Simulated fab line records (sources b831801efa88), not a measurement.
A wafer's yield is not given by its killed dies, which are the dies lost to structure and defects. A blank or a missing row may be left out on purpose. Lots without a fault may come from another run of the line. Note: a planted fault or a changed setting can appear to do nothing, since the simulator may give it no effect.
Which of the tools did it?	flow sky130	21 wafers from 7 lots sampled at 3 of the route's 708 steps

== WHAT THE GAUGES SHOWED, per wafer ==
SKY_VIA1_THK_MEAS_01.
lot	measured	on	VIA1_HDPCVD_THK (nm)
L965	day 33 04:45	film_metro-04	1037 1042 1044
L970	day 34 17:48	film_metro-04	1023 1030 1027
L972	day 35 08:37	film_metro-01	1043 1033 1045
L980	day 38 02:22	film_metro-03	1033 1029 1032
L982	day 38 19:25	film_metro-04	1039 1036 1050
L984	day 39 06:13	film_metro-01	1021 1032 1028
L987	day 40 12:50	film_metro-04	1053 1042 1063

== TOOL THAT RAN EACH LOT (tool first, then ch and the chambers of the sampled wafers, then the start) ==
lot	SKY_METAL1_DESCUM_17	SKY_METAL1_ETCH_18
L965	rie_metal-02 ch 0,1, day 33 03:50	rie_metal-02 ch 0,1, day 33 03:53
L970	rie_metal-03 ch 0,1, day 34 16:50	rie_metal-03 ch 0,1, day 34 16:52
L972	rie_metal-01 ch 0,1, day 35 07:41	rie_metal-01 ch 0,1, day 35 07:43
L980	rie_metal-02 ch 0, day 38 01:14	rie_metal-02 ch 0, day 38 01:17
L982	rie_metal-01 ch 0,1, day 38 18:32	rie_metal-01 ch 0,1, day 38 18:34
L984	rie_metal-03 ch 0,1, day 39 05:17	rie_metal-03 ch 0,1, day 39 05:19
L987	rie_metal-01 ch 0,1, day 40 11:56	rie_metal-01 ch 0,1, day 40 11:59
- SKY_METAL1_DESCUM_17: chemistry O2, time 8 s.
- SKY_METAL1_ETCH_18: etches BARC in N2/H2, stops on SiO2, time 45.9 s, target depth 60 nm.

== THE ANSWER, worked out from the rows above alone ==
Rule: the lots themselves supply what counts as usual. Put in order of their means at a reading, lots are off if they are a third of the lots or fewer, leave a main group of 4 or more, and stand apart from it by a gap of 3 or more times the standard deviation of the main group's means; of several such gaps the widest counts. The tables above print the reading to a certain number of digits; a main group whose means all agree to those digits is not used. A lot without any number at a reading at which 4 lots or more have one is off too. The other lots that the step has rows for count as sound.
Across all readings shown, no lot is off: no conclusion can be drawn from this.

== WHAT HAD BEEN PUT IN BY THE SIMULATOR ==
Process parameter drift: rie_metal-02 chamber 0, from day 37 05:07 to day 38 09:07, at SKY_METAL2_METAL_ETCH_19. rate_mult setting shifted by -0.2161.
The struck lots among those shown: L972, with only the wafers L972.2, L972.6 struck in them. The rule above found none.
